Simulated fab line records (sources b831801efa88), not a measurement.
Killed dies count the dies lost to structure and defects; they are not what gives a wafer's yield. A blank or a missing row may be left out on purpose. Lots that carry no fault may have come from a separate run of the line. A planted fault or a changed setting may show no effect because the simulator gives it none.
Problem report, 8D (eight disciplines) form, completed by code    flow sky130    the parts of the form that need people (team, actions taken, sign-off) are left out

== 1. THE PROBLEM ==
Mean of killed_at_M4_up at SKY_PAD_OPEN_PROBE_99: 39.2 across 5 wafers in 2 lots; on wafers with no fault it is 3.2 (standard deviation 2). That puts it +18 standard deviations away from the usual mean.
The first sign was on wafer L190.5 at day 49 15:29, on prober-02. The record holds 8 wafers of 3 lots with a number at this step. Rule for "out", or "out of limits": more than 4 standard deviations from the usual mean. Any other wafer with a number is counted as sound.

== 2. WHAT IT IS AND WHAT IT IS NOT ==
question                     is                      is not
which readings at this step  killed_at_M4_up         killed_at_M0_to_M3, killed_at_front_end, killed_at_other, killed_open, sort_bin_6_memory
which lots                   L190, L194              L199
which wafers of those lots   all that have a number  -
read on which tools          prober-01, prober-02    -
when                         from day 49 15:29       up to then (0 sound wafers); but 3 sound wafers of L199 came after

== 3. WHAT RULES OUT EACH SUSPECT ==
Counting: a tool at a process step up to the reading stays a suspect if it ran every lot that is out and no sound lot after the first of them.
- rie_metal-03 at SKY_METAL4_DESCUM_15 (chemistry O2, time 8 s): kept. It ran every lot that is out, first L190 (day 46 03:54), and no sound lot after that.
- pvd_sputter-03 at SKY_VIA4_SPUTTER_17 (material TiN, target thk 20 nm, time 80 s): kept. It ran every lot that is out, first L190 (day 47 02:38), and no sound lot after that.
The count leaves pvd_sputter-03 at SKY_VIA4_SPUTTER_17 and rie_metal-03 at SKY_METAL4_DESCUM_15.

== 4. THE CAUSE (what the simulator had put in) ==
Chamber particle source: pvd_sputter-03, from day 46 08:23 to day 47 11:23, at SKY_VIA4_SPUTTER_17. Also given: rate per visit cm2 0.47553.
2 suspects survive the count, and this tool is in that group.

== 5. THE EFFECT CHAIN, in route order ==
Each row: a reading whose mean over the struck wafers that have a number lies more than 3 standard deviations from the usual. Scope: only readings with a usual standard deviation given in the record; hours: median across lots of the time from each lot's start at the first step in this table that gives one to its start at this step; sigmas: change in usual standard deviations.
hours  step                   reading          usual  on struck wafers  change  sigmas
0      SKY_PAD_OPEN_PROBE_99  killed_at_M4_up  3.2    39.2              +36.0   +18
0      SKY_PAD_OPEN_PROBE_99  killed_dies      86     116               +30     +3.0
0      SKY_PAD_OPEN_PROBE_99  sort_n_pass      406    376               -30     -3.0
Its process steps:
- SKY_PAD_OPEN_PROBE_99

== 6. WHAT WOULD HAVE CAUGHT IT SOONER ==
79 hours passed between the start of the fault at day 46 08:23 and the first reading out of limits in this record, taken at day 49 15:29.
Of the tool readings at SKY_VIA4_SPUTTER_17 for which the record gives a usual standard deviation, none was out on any struck wafer, so an alarm limit of 4 standard deviations on them would not have fired.
Lots out: 2; all had begun SKY_VIA4_SPUTTER_17 on pvd_sputter-03 by day 49 15:29. Tool hold at that time: it would have spared none of them.
